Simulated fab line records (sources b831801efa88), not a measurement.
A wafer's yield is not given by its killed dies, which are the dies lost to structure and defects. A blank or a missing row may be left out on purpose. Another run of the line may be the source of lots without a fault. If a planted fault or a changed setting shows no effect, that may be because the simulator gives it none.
Matching of chambers    flow gf180mcu    GF_STI_CMP_25 on cmp-02 has 4 sister chambers
The step polishes, stops on Si3N4, t overpolish 33 s, target thk 524.6 nm. 4 wafers are shown with their chamber, then 7 later ones without.

WAFERS PAIRED WITH THEIR CHAMBERS
wafer   chamber  motor current A (A)
L662.3  0        13.4
L662.5  2        12.5
L665.2  1        12.0
L665.3  3        12.3

WAFERS MISSING THEIR CHAMBER
wafer   motor current A (A)
L665.6  12.8
L669.1  12.7
L669.2  12.0
L669.3  12.7
L674.2  12.1
L674.3  13.5
L674.4  11.9

CHAMBER TAKEN BY EACH
wafer   from the rows above           in truth
L665.6  can't be placed: 2 or 3 or 0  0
L669.1  can't be placed: 2 or 3       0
L669.2  can't be placed: 1 or 3       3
L669.3  can't be placed: 2 or 3       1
L674.2  can't be placed: 1 or 3 or 2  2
L674.3  0                             0
L674.4  can't be placed: 1 or 3       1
Correct placement for 1 of the 7. These rows do not allow placing 6 (true chamber among the candidates in 4). 0 placed wrongly.
How it was worked out, from the rows above alone: a wafer's distance from a chamber is the root of the sum, over the readings, of the square of ((its reading less the chamber's mean) divided by the reading's scatter). The wafer belongs to the nearest chamber; if the next one is less than 2 further off, it can't be placed. For every chamber, the mean is computed from those of its wafers that are shown. The scatter (one wafer shown for each chamber): square how far every hidden wafer sits from the nearest shown wafer, average those squares and take the square root.
